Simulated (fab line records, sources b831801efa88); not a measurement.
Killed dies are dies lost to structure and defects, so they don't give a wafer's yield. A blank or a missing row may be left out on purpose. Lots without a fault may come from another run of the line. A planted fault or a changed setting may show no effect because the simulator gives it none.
fab line records | flow sky130
record lots=6 wafers=18 last_day=50
route steps=708 shown GATE_OXIDE@200 POLY_GATE@204 RES_PROTECT@206 PAD_OPEN@708
lots that met no fault: from a run of the same line without faults
start_h: hours from the record's first day to the start of the lot's first wafer shown | wait_h: hours since the lot's step before | " the same as in the row above | L1.1+2: a row that stands for several wafers | - no value, or no start given | * or withheld: withheld | < > ~ a bound
route shown NAME@n: a module of which the file shows steps, and the number in the route of the first | usual: mean/standard deviation of fault-free wafers | same: alike in all rows | chamber/n: place in a boat | sites: the reading at each site | _std_site: their standard deviation | _edge_site: outer sites' mean less inner sites' | radius_mm: how far each site lies from the wafer's centre | mask NAME#n: copy n | behind: the tool/chamber that last shaped the wafer | hold: why the lot was held/for how many hours/how that ended | device: the transistor (n, p or np) that didn't switch | end of line: the same wafers' tests at the end of the route | a step without rows: its recipe alone | killed: dies lost to structure and defects at the first sort, not the wafer's yield | map: a wafer's dies, x killed, . not, _ none there
set.NAME: the setting as run; set.NAME@STEP: as run at that earlier step | model.NAME: the simulator's own value behind a step, which no gauge read
lots at some steps of the route; a table a step, a row a wafer
services: from which hour (start_h, from the record's first day; less than 0 if before it) a tool's chamber was out of use, for how many hours, and why
## steps
# step SKY_GATE_OXIDE_STRIP_13
# recipe chemistry=O2/N2 power_w=1400 pressure_mtorr=1500 platen_temp_c=withheld o2_flow_sccm=3000 n2_flow_sccm=300 overash_fraction=0.5
# usual drypump_motor_current_A=5.7/0.44 oes_product_au=0.715/0.0045 strip_time_to_endpoint_s=14.20/0.045
# columns lot.wafer tool chamber start_h wait_h drypump_motor_current_A oes_product_au rf_hours_counter_h strip_time_to_endpoint_s
L379.1 plasma_asher-02 0 339.89 0.0 5.1 0.713 64 14.29
L379.4 " 0 " " 5.1 0.716 - 14.24
L379.6 " 1 " " 5.3 0.712 - 14.24
L382.3 plasma_asher-02 1 384.70 0.0 5.3 0.713 - 14.15
L382.4 " 0 " " 5.1 0.716 - 14.15
L382.6 " 1 " " 5.4 0.722 - 14.14
L389.3 plasma_asher-04 0 430.07 0.0 6.2 0.713 - 14.21
L389.4 " 1 " " 6.1 0.709 - 14.24
L389.5 " 1 " " 6.1 0.717 - 14.18
L390.2 plasma_asher-04 1 436.28 0.0 6.1 0.726 63 14.19
L390.3 " 1 " " 6.1 0.709 - 14.21
L390.5 " 0 " " 6.2 0.711 - 14.19
L396.1 plasma_asher-02 0 485.15 0.0 5.1 0.715 4 14.23
L396.2 " 1 " " 5.4 0.723 4 14.23
L396.6 " 1 " " 5.4 0.708 - 14.26
L397.2 plasma_asher-02 0 492.82 0.0 5.1 0.714 5 14.24
L397.4 " 1 " " 5.4 0.711 - 14.25
L397.6 " 0 " " 5.1 0.710 - 14.24
# step SKY_GATE_OXIDE_TW_MEAS_14
# usual GATE_OXIDE_TW=226.3/2.4
# columns lot.wafer tool chamber start_h wait_h GATE_OXIDE_TW
L379.1 film_metro-02 - 339.99 0.1 224.3
L379.4 " - " " 225.0
L379.6 " - " " 225.8
L382.3 film_metro-01 - 384.79 0.1 229.5
L382.4 " - " " 229.3
L382.6 " - " " 228.4
L389.3 film_metro-01 - 430.15 0.1 228.5
L389.4 " - " " 230.3
L389.5 " - " " 228.7
L390.2 film_metro-01 - 436.39 0.1 229.6
L390.3 " - " " 229.6
L390.5 " - " " 228.6
L396.1 film_metro-02 - 485.25 0.1 226.8
L396.2 " - " " 226.4
L396.6 " - " " 224.9
L397.2 film_metro-01 - 492.93 0.1 229.1
L397.4 " - " " 229.3
L397.6 " - " " 230.4
# step SKY_GATE_OXIDE_CLEAN_15
# recipe chemistry=SC1/SC2 mix=1:4:20 temp_c=70 time_s=143.4 dry=n2_spin
# step SKY_GATE_OXIDE_OXIDATION_16
# recipe temp_c=800 ambient=O2 idle_temp_c=700 ramp_up_c_per_min=10 ramp_down_c_per_min=3 stabilise_s=600 purge_s=300 target_thk_a=35.7 ox_time_s=1915
# step SKY_POLY_GATE_CVD_00
# recipe material=poly-Si target_thk_nm=180 temp_c=620 time_s=720 pressure_mtorr=200
# step SKY_POLY_GATE_THK_MEAS_01
# recipe reads=poly-Si_of_POLY_GATE_CVD_00
# usual POLY_GATE_CVD_00_THK=179.7/1.6
# columns lot.wafer tool chamber start_h wait_h POLY_GATE_CVD_00_THK[nm]
L379.1 film_metro-03 - 343.46 0.0 179.7
L379.4 " - " " 178.8
L379.6 " - " " 180.1
L382.3 film_metro-01 - 389.13 0.0 181.9
L382.4 " - " " 179.8
L382.6 " - " " 180.4
L390.2 film_metro-03 - 448.23 0.1 180.8
L390.3 " - " " 181.2
L390.5 " - " " 181.6
L389.3 film_metro-02 - 448.24 0.1 180.2
L389.4 " - " " 179.4
L389.5 " - " " 179.6
L396.1 film_metro-03 - 488.09 0.0 181.7
L396.2 " - " " 179.7
L396.6 " - " " 180.4
L397.2 film_metro-02 - 495.77 0.0 178.8
L397.4 " - " " 180.4
L397.6 " - " " 179.7
# step SKY_RES_PROTECT_DEHYDRATE_00
# recipe temp_c=200 time_s=60
# step SKY_RES_PROTECT_HMDS_01
# recipe prime_time_s=60 prime_temp_c=120
# step SKY_RES_PROTECT_COAT_02
# recipe resist=NOVOLAK spin_rpm=3000 resist_thk_nm=1140
# step SKY_RES_PROTECT_SOFTBAKE_03
# recipe temp_c=90 time_s=60 resist=NOVOLAK
# step SKY_RES_PROTECT_EXPOSE_04
# recipe mask_id=RPM na=0.6 source_shape=conventional sigma_outer=0.6 polarization=unpolarized target_cd_nm=1270 dose_mj=131
# step SKY_RES_PROTECT_PEB_05
# recipe temp_c=withheld time_s=* resist=NOVOLAK
# step SKY_RES_PROTECT_DEVELOP_06
# recipe resist=NOVOLAK developer=TMAH develop_time_s=60 dev_temp_c=23
# columns lot.wafer tool chamber start_h wait_h
L379.1+4+6 litho_track-04 0 370.23 0.1
L382.3+4+6 litho_track-01 0 418.43 0.1
L389.3+4+5 litho_track-01 0 478.38 0.1
L390.2+3+5 litho_track-01 0 479.30 0.1
L396.1+2+6 litho_track-04 0 518.18 0.1
L397.2+4+6 litho_track-03 0 525.69 0.1
# step SKY_POLY_GATE_IMPLANT_02
# recipe species=P energy_kev=30 dose_cm2=7.7e+15 tilt_deg=0
# step SKY_RES_PROTECT_STRIP_07
# recipe chemistry=O2/N2 power_w=1400 pressure_mtorr=1500 platen_temp_c=withheld o2_flow_sccm=3000 n2_flow_sccm=300 overash_fraction=0.5
# usual drypump_motor_current_A=5.6/0.48 oes_product_au=0.517/0.0048 strip_time_to_endpoint_s=23.31/0.052
# columns lot.wafer tool chamber start_h wait_h drypump_motor_current_A oes_product_au rf_hours_counter_h strip_time_to_endpoint_s
L379.1 plasma_asher-02 0 370.53 0.1 5.1 0.517 66 23.25
L379.4 " 0 " " 5.1 0.519 - 23.28
L379.6 " 1 " " 5.4 0.520 - 23.31
L382.3 plasma_asher-04 1 418.71 0.1 6.1 0.511 - 23.22
L382.4 " 0 " " 6.1 0.520 - 23.23
L382.6 " 0 " " 6.1 0.525 - 23.24
L389.3 plasma_asher-01 1 478.66 0.1 4.9 0.518 - 23.30
L389.4 " 0 " " 5.8 0.511 - 23.30
L389.5 " 0 " " 5.7 0.513 - 23.32
L390.2 plasma_asher-01 0 479.58 0.1 5.8 0.519 79 23.33
L390.3 " 0 " " 5.7 0.510 - 23.35
L390.5 " 0 " " 5.8 0.516 - 23.32
L396.1 plasma_asher-01 0 518.48 0.1 5.7 0.517 83 23.26
L396.2 " 1 " " 4.9 0.511 83 23.28
L396.6 " 1 " " 5.0 0.513 - 23.24
L397.2 plasma_asher-04 1 525.96 0.1 6.1 0.512 72 23.36
L397.4 " 0 " " 6.1 0.517 - 23.35
L397.6 " 1 " " 6.2 0.528 - 23.34
# step SKY_RES_PROTECT_TW_MEAS_08
# usual POLY_GATE_TW=4080/50
# columns lot.wafer tool chamber start_h wait_h POLY_GATE_TW
L379.1 film_metro-03 - 370.63 0.1 4054
L379.4 " - " " 4051
L379.6 " - " " 4061
L382.3 film_metro-01 - 418.80 0.1 4094
L382.4 " - " " 4082
L382.6 " - " " 4094
L389.3 film_metro-01 - 478.75 0.1 31
L389.4 " - " " 31
L389.5 " - " " 31
L390.2 film_metro-03 - 479.69 0.1 30
L390.3 " - " " 30
L390.5 " - " " 31
L396.1 film_metro-03 - 518.58 0.1 4005
L396.2 " - " " 4011
L396.6 " - " " 4006
L397.2 film_metro-01 - 526.07 0.1 4132
L397.4 " - " " 4125
L397.6 " - " " 4119
# step SKY_RES_PROTECT_CLEAN_09
# recipe chemistry=SC1/SC2 mix=1:4:20 temp_c=70 time_s=150 dry=n2_spin
# step SKY_PAD_OPEN_PROBE_99
# usual killed_at_M0_to_M3=44/7.4 killed_at_M4_up=3.2/2 killed_at_contacts=24/5.1 killed_at_front_end=15/4.8 killed_at_other=0.2/0.46 killed_dies=86/10 killed_on_rim=17/3.6 killed_open=47/7.5 killed_short=39/7
# same gross_dies=492 killed_at_back_side=0
# columns lot.wafer tool chamber start_h wait_h killed_at_M0_to_M3 killed_at_M4_up killed_at_contacts killed_at_front_end killed_at_other killed_dies killed_on_rim killed_open killed_short
L379.1 prober-02 - 1096.85 0.1 49 0 22 17 0 88 15 53 35
L379.4 prober-02 - 1097.00 0.2 38 0 17 12 1 68 14 36 32
L379.6 prober-02 - 1097.10 0.2 55 3 24 14 0 96 20 58 38
L382.3 prober-01 - 1133.89 0.2 37 9 20 20 0 86 22 46 40
L382.4 prober-01 - 1133.94 0.2 38 3 23 20 0 84 16 44 40
L382.6 prober-01 - 1134.04 0.2 34 6 19 7 0 66 15 35 31
L389.3 prober-01 - 1169.31 0.2 46 3 16 12 341 418 96 50 27
L389.4 prober-01 - 1169.36 0.2 57 5 25 18 327 432 96 61 45
L389.5 prober-01 - 1169.41 0.2 41 4 20 18 335 418 95 43 40
L390.2 prober-01 - 1172.63 0.1 46 1 27 12 348 434 96 50 37
L390.3 prober-01 - 1172.68 0.2 35 3 23 16 356 433 96 36 41
L390.5 prober-01 - 1172.78 0.2 48 8 20 15 336 427 96 55 36
L396.1 prober-02 - 1191.32 0.1 42 4 30 23 0 99 26 53 46
L396.2 prober-02 - 1191.37 0.1 38 4 22 25 0 89 19 52 37
L396.6 prober-02 - 1191.57 0.2 40 3 23 22 0 88 15 47 41
L397.2 prober-01 - 1193.40 0.1 34 1 28 18 0 81 13 48 33
L397.4 prober-01 - 1193.50 0.2 59 4 18 20 0 101 26 57 44
L397.6 prober-01 - 1193.60 0.2 48 6 19 15 0 88 16 54 34
# killed by level:class
L379.1 VIA1:geometric_particle:open=17 CONTACT:geometric_particle:open=7 METAL1:geometric_particle:short=7 LI_CONTACT:geometric_particle:open=6 VIA3:geometric_particle:open=6 CONTACT:geometric_particle:short=6 FIELD_ISO:geometric_particle:open=5 VIA1:geometric_particle:short=4
L379.4 VIA1:geometric_particle:short=8 CONTACT:geometric_particle:open=6 VIA2:geometric_particle:open=6 VIA1:geometric_particle:open=5 VIA3:geometric_particle:open=5 METAL2:geometric_particle:short=4 FIELD_ISO:geometric_particle:open=3 POLY_GATE:geometric_particle:short=3
L379.6 VIA2:geometric_particle:open=14 CONTACT:geometric_particle:open=11 VIA1:geometric_particle:open=9 METAL1:geometric_particle:short=7 VIA3:geometric_particle:open=7 POLY_GATE:geometric_particle:open=6 METAL2:geometric_particle:short=5 LOCAL_INTERCONNECT:geometric_particle:short=4
L382.3 VIA1:geometric_particle:open=7 LI_CONTACT:geometric_particle:open=7 METAL4:geometric_particle:short=7 POLY_GATE:geometric_particle:open=6 VIA3:geometric_particle:open=6 FIELD_ISO:geometric_particle:open=5 VIA2:geometric_particle:open=5 CONTACT:geometric_particle:short=4
L382.4 FIELD_ISO:geometric_particle:open=10 VIA1:geometric_particle:open=7 CONTACT:geometric_particle:short=6 VIA2:geometric_particle:open=6 VIA3:geometric_particle:open=6 LOCAL_INTERCONNECT:geometric_particle:short=5 CONTACT:geometric_particle:open=5 METAL1:geometric_particle:short=5
L382.6 VIA1:geometric_particle:open=8 VIA2:geometric_particle:open=8 CONTACT:geometric_particle:open=5 METAL1:geometric_particle:short=5 METAL4:geometric_particle:short=4 LI_CONTACT:geometric_particle:open=3 LI_CONTACT:geometric_particle:short=3 LOCAL_INTERCONNECT:geometric_particle:short=3
L389.3 RES_PROTECT:area_develop=340 VIA1:geometric_particle:open=12 VIA2:geometric_particle:open=9 VIA3:geometric_particle:open=9 CONTACT:geometric_particle:open=7 METAL2:geometric_particle:short=6 LI_CONTACT:geometric_particle:open=4 VIA1:geometric_particle:short=4
L389.4 RES_PROTECT:area_develop=326 VIA1:geometric_particle:open=16 VIA3:geometric_particle:open=10 LI_CONTACT:geometric_particle:open=9 FIELD_ISO:geometric_particle:short=7 FIELD_ISO:geometric_particle:open=7 CONTACT:geometric_particle:open=7 METAL2:geometric_particle:short=7
L389.5 RES_PROTECT:area_develop=335 VIA1:geometric_particle:open=16 FIELD_ISO:geometric_particle:short=8 CONTACT:geometric_particle:open=8 METAL2:geometric_particle:short=6 FIELD_ISO:geometric_particle:open=5 VIA1:geometric_particle:short=5 METAL4:geometric_particle:short=4
L390.2 RES_PROTECT:area_develop=347 VIA1:geometric_particle:open=14 LI_CONTACT:geometric_particle:open=9 VIA3:geometric_particle:open=7 CONTACT:geometric_particle:open=6 CONTACT:geometric_particle:short=6 METAL2:geometric_particle:short=5 VIA2:geometric_particle:open=5
L390.3 RES_PROTECT:area_develop=356 VIA1:geometric_particle:short=7 FIELD_ISO:geometric_particle:open=6 CONTACT:geometric_particle:short=6 CONTACT:geometric_particle:open=6 VIA1:geometric_particle:open=5 METAL1:geometric_particle:short=5 LI_CONTACT:geometric_particle:open=4
L390.5 RES_PROTECT:area_develop=336 VIA1:geometric_particle:open=11 FIELD_ISO:geometric_particle:open=9 VIA2:geometric_particle:open=8 LI_CONTACT:geometric_particle:open=8 VIA3:geometric_particle:open=7 METAL4:geometric_particle:short=6 CONTACT:geometric_particle:open=5
L396.1 VIA1:geometric_particle:open=13 CONTACT:geometric_particle:open=8 VIA3:geometric_particle:open=8 CONTACT:geometric_particle:short=7 FIELD_ISO:geometric_particle:short=6 LOCAL_INTERCONNECT:geometric_particle:short=6 FIELD_ISO:geometric_particle:open=5 VIA2:geometric_particle:open=5
L396.2 VIA1:geometric_particle:open=12 LI_CONTACT:geometric_particle:open=9 FIELD_ISO:geometric_particle:short=8 CONTACT:geometric_particle:open=6 FIELD_ISO:geometric_particle:open=5 VIA3:geometric_particle:open=5 POLY_GATE:geometric_particle:short=4 VIA2:geometric_particle:open=4
L396.6 LI_CONTACT:geometric_particle:open=12 VIA1:geometric_particle:open=12 POLY_GATE:geometric_particle:short=8 METAL2:geometric_particle:short=8 FIELD_ISO:geometric_particle:open=5 FIELD_ISO:geometric_particle:short=4 CONTACT:geometric_particle:open=4 VIA3:geometric_particle:open=4
L397.2 VIA1:geometric_particle:open=14 LI_CONTACT:geometric_particle:open=11 CONTACT:geometric_particle:open=6 METAL2:geometric_particle:short=6 FIELD_ISO:geometric_particle:short=5 FIELD_ISO:geometric_particle:open=5 LOCAL_INTERCONNECT:geometric_particle:short=5 VIA1:geometric_particle:short=5
L397.4 VIA1:geometric_particle:open=15 METAL1:geometric_particle:short=9 POLY_GATE:geometric_particle:short=7 LI_CONTACT:geometric_particle:open=7 CONTACT:geometric_particle:open=6 METAL2:geometric_particle:open=6 METAL2:geometric_particle:short=5 METAL3:geometric_particle:short=5
L397.6 VIA1:geometric_particle:open=15 POLY_GATE:geometric_particle:open=7 CONTACT:geometric_particle:open=6 FIELD_ISO:geometric_particle:open=5 VIA3:geometric_particle:open=5 METAL2:geometric_particle:short=5 METAL1:geometric_particle:short=4 LOCAL_INTERCONNECT:geometric_particle:short=4
# map L389.4 (x killed, . not)
__________xxxxxxxxxx_________
________xxxxxxxxxxxxxx_______
______xxxxxxxxxxxxxxxxxx_____
_____xxxxxxxxxxxxxxxxxxxx____
____xxxxxxxxxxxxx.xxxxxxxx___
___xxxxxxxxxxx.xxxxxx.xxxxx__
__xxxxxxxxxxxxx...xxxxxxxxxx_
_xxxxxxxx.xx...xxx..xxxxxxxxx
_xxxxxxxx...x.xxxxxxxxxxxxxxx
_xxxxxxx.xx.xx.x.x.xxxxxxxxxx
_xxxxxxxx.x.x..x.xxxxx.xxxxxx
_xxxxx.x.x.x.xxx....x.xxxxxxx
_xxxxxxxx..xx.x...xxx.xxxxxxx
_xxxxxxxxxx.xxx..x.x.xxxxxxxx
_xxxxx.xx..xxx.xx..xxxxxxxxxx
__xxxxxx.x.xxxxxxxxxxxxx.xxx_
___xxxxxxxx.xxxxxxx.xxxxxxx__
____xxxxxxxxxx.xxxxxxxxxxx___
_____xxxxxxxxxxxxxxxxxxxx____
______xxxxxxxxxxxxxxxxxx_____
________xxxxxxxxxxxxxx_______
__________xxxxxxxxxx_________
# map L390.2 (x killed, . not)
__________xxxxxxxxxx_________
________xxx.xxxxxxxxxx_______
______xxxxxxxxxxxxxxxxxx_____
_____xxx.xxxxxxxxxxxxxxxx____
____xxxxxxxxx.xxxx.xxxxxxx___
___xxxxxxxxxxxx.x.xxx.xxxxx__
__xxxxxxxxxxxx.xxxxxxxxxxxxx_
_xxxxxxxxxxx..xx.xx.xxxxxxxxx
_xxxxxxxxxx..xxxxxxx.xxxxxxxx
_xxxxxxxxxxx.xxxx.x.xxxxxxxxx
_xxx.xxxx.x.xxx...x..xxxxxxxx
_xxxxxxxxx....xxx..x...xxxxxx
_xxxxxxx.x.xxxxxxx..x.xxxxxxx
_xxxx.xxx.x.xxxx..xxx..x.xxxx
_xxxxxxxxxxx..xx.xxx.xxxxxxxx
__xxxxxxx.xxxxxxxxxxx.xxxxxx_
___xxxxxxxxxxxx.x..xxxxxxxx__
____xxxxxxxxxxxxxxxxxxxxxx___
_____xxxxxxxxxxxxxxx.xxxx____
______xxxxxxxxxxxxxxxxxx_____
________xxxxxxxxxxxxxx_______
__________xxxxxxxxxx_________
## services
# columns tool chamber start_h hours kind
plasma_asher-02 - 317.88 5.0 repair
plasma_asher-01 - 346.97 1.5 repair
plasma_asher-02 - 357.40 0.4 repair
plasma_asher-02 - 411.99 16.5 repair
plasma_asher-02 - 428.52 9.0 pm
plasma_asher-02 0 428.52 9.0 vent_cycle
plasma_asher-02 1 428.52 9.0 vent_cycle
plasma_asher-02 - 431.02 0.7 repair
plasma_asher-02 0 437.52 - clean
plasma_asher-02 1 437.52 - clean
plasma_asher-02 - 462.08 4.4 repair
plasma_asher-02 - 480.30 1.3 repair
plasma_asher-02 - 484.22 0.6 repair
## key
first_sign step=SKY_RES_PROTECT_TW_MEAS_08 reading=POLY_GATE_TW direction=down sigmas=81 usual=4080 struck=31
effect step=SKY_PAD_OPEN_PROBE_99 reading=killed_at_other direction=up sigmas=99+ usual=0.2 struck=340.5
more_kills_born_at SKY_RES_PROTECT_DEVELOP_06@litho_track-01=2040
met_at SKY_RES_PROTECT_DEVELOP_06
struck_wafers L389.3,L389.4,L389.5,L390.2,L390.3,L390.5
later_rows_left_out L389.3,L389.4,L389.5,L390.2,L390.3,L390.5
tester_left_out L389,L390
onset_between 418.43 478.38
also_fits SKY_GATE_OXIDE_STRIP_13:plasma_asher-04
fault kind=process_parameter_drift tool=litho_track-01 chamber=- onset_h=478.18 steps=SKY_RES_PROTECT_DEVELOP_06 channel=develop_time_s offset=* shape=step end_h=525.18 acts_in=* stated=*
# tester_left_out: of these lots the tester's yield and bins aren't shown, on N5 and GAA mostly nor the transistor test; their killed dies are dies lost to structure and defects alone, not to doping, threshold or leakage, so they don't give the yield
# later_rows_left_out: the simulator's readings of these wafers behind a module that went badly wrong aren't trusted and aren't shown, but for the sort
